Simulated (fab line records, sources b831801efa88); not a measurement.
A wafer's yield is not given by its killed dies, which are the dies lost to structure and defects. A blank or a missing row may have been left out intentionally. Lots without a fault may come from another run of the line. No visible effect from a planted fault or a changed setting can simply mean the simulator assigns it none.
Matching of chambers | flow gf180mcu | 4 sister chambers for GF_V5_CMP_04 on cmp-02
The step polishes SiO2. 24 wafers are shown with their chamber, then 12 later ones without.

EACH WAFER AND ITS CHAMBER
wafer  | chamber | motor-current-A (A) | platen-rpm (rpm) | slurry-filter-dp-kPa (kPa)
L074.2 | 1       | 11.1                | 60.05            | 13.81
L074.3 | 3       | 10.9                | 60.00            | 13.38
L074.4 | 2       | 15.1                | 60.02            | 13.76
L076.1 | 3       | 10.3                | 60.03            | 13.52
L076.2 | 2       | 14.7                | 60.02            | 13.30
L076.6 | 1       | 12.0                | 59.98            | 13.39
L077.1 | 0       | 12.7                | 59.97            | 13.40
L077.2 | 1       | 11.2                | 60.02            | 13.44
L077.3 | 3       | 10.6                | 60.05            | 13.57
L080.2 | 1       | 11.9                | 60.01            | 13.57
L080.3 | 0       | 12.7                | 60.01            | 13.51
L080.5 | 3       | 11.1                | 60.00            | 13.49
L081.1 | 2       | 14.6                | 60.01            | 13.35
L081.2 | 3       | 10.5                | 60.01            | 13.39
L081.5 | 2       | 15.5                | 59.97            | 13.78
L082.2 | 3       | 10.9                | 60.00            | 13.45
L082.5 | 0       | 13.4                | 59.94            | 13.60
L082.6 | 3       | 10.5                | 60.07            | 13.65
L083.3 | 3       | 10.4                | 59.96            | 13.44
L083.4 | 1       | 11.9                | 60.03            | 13.63
L083.6 | 0       | 13.3                | 60.06            | 13.69
L084.1 | 3       | 10.8                | 59.97            | 13.70
L084.4 | 2       | 15.5                | 59.98            | 13.81
L084.5 | 2       | 14.9                | 60.03            | 13.55

SIGNATURES (means of the wafers above)
reading              | chamber 0 | chamber 1 | chamber 2 | chamber 3 | scatter within a chamber
motor-current-A      | 13.025    | 11.620    | 15.050    | 10.667    | 0.354
platen-rpm           | 59.9950   | 60.0180   | 60.0050   | 60.0100   | 0.0344
slurry-filter-dp-kPa | 13.5500   | 13.5680   | 13.5917   | 13.5100   | 0.16
Rule: for a wafer and a chamber, the distance is found by dividing, reading by reading, the gap between the wafer's reading and the chamber's mean by the reading's scatter, squaring, summing and taking the root. The wafer belongs to the nearest chamber; if the next one is less than 2 further off, it can't be placed. The scatter: take each reading less its chamber's mean, square it, sum over the shown wafers, divide by the number of wafers less the number of chambers, and take the root.

WAFERS WHOSE CHAMBER IS MISSING
wafer  | motor-current-A (A) | platen-rpm (rpm) | slurry-filter-dp-kPa (kPa)
L086.1 | 13.0                | 59.95            | 13.52
L086.4 | 10.4                | 60.07            | 13.39
L086.6 | 11.3                | 60.03            | 13.42
L090.2 | 14.2                | 60.08            | 13.57
L090.3 | 12.6                | 60.00            | 13.47
L090.4 | 10.9                | 60.06            | 13.41
L091.2 | 15.3                | 60.00            | 13.30
L091.4 | 13.0                | 60.05            | 13.58
L091.5 | 11.6                | 59.99            | 13.68
L096.1 | 10.8                | 59.97            | 13.57
L096.3 | 13.6                | 59.94            | 13.62
L096.6 | 12.0                | 59.99            | 13.46

WHICH CHAMBER EACH WENT THROUGH
wafer  | from the rows above     | in truth
L086.1 | 0                       | 0
L086.4 | can't be placed: 3 or 1 | 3
L086.6 | can't be placed: 1 or 3 | 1
L090.2 | can't be placed: 2 or 0 | 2
L090.3 | can't be placed: 0 or 1 | 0
L090.4 | can't be placed: 3 or 1 | 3
L091.2 | 2                       | 2
L091.4 | 0                       | 0
L091.5 | can't be placed: 1 or 3 | 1
L096.1 | can't be placed: 3 or 1 | 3
L096.3 | 0                       | 0
L096.6 | can't be placed: 1 or 0 | 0
Correctly placed: 4 of 12. Cannot be placed on the basis of these rows: 8; the candidates contain the true chamber in 8. Wrongly placed: 0.
